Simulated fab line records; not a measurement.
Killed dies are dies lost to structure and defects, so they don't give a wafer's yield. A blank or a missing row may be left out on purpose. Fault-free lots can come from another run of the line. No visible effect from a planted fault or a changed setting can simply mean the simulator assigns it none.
What tool caused it? + flow gf180mcu + at 1 step of a route of 602, 14 lots with 40 wafers sampled

== WHAT EACH GAUGE READ, for each wafer ==
GF_V5_THK_MEAS_01.
| lot  | measured     | on            | V5_CVD_00_THK (nm) |
|------|--------------|---------------|--------------------|
| L253 | day 26 13:46 | film_metro-01 | 299 300 298        |
| L254 | day 26 20:26 | film_metro-01 | 300 303 301        |
| L256 | day 27 11:35 | film_metro-02 | 300 303 299        |
| L259 | day 28 10:14 | film_metro-02 | 299 297 299        |
| L261 | day 28 21:52 | film_metro-02 | 303 303 304        |
| L260 | day 29 00:11 | film_metro-04 | 297 303 306        |
| L262 | day 29 05:37 | film_metro-01 | 305 300 302        |
| L263 | day 29 14:42 | film_metro-04 | 298 292 303        |
| L265 | day 30 06:05 | film_metro-04 | 295 296 294        |
| L266 | day 30 11:47 | film_metro-01 | 299 301 292        |
| L267 | day 30 12:14 | film_metro-02 | 298 295 300        |
| L270 | day 31 08:08 | film_metro-04 | 290 298            |
| L272 | day 32 01:57 | film_metro-04 | 299 303            |
| L276 | day 32 21:00 | film_metro-04 | 303 304 304        |

== TOOL THAT RAN EACH LOT (tool first, then ch and the chambers of the sampled wafers, then the start) ==
The record holds no process step before these readings.

== WHAT THE TOOLS THEMSELVES READ (means of the sampled wafers that have a number; where no wafer has one, the mark that the record gives instead) ==
The record holds no such reading with a usual standard deviation.

== THE ANSWER, worked out from the rows above alone ==
Rule: what is usual is taken from the lots themselves. Put in order of their means at a reading, lots are off if they are a third of the lots or fewer, leave a main group of 4 or more, and stand apart from it by a gap of 3 or more times the standard deviation of the main group's means; of several such gaps the widest counts. The tables above print the reading to a certain number of digits; a main group whose means all agree to those digits is not used. A lot without any number at a reading at which 4 lots or more have one is off too. All remaining lots with rows at the step are treated as sound. First the gauges in route order, then the tools' own readings, where a lot's mean is used as printed above. At the first step where some lot is off, the reading lying furthest off is the one used; lots without a number count as furthest.
None of the lots is off at any reading shown; this tells nothing.

== WHAT THE SIMULATOR HAD INSERTED ==
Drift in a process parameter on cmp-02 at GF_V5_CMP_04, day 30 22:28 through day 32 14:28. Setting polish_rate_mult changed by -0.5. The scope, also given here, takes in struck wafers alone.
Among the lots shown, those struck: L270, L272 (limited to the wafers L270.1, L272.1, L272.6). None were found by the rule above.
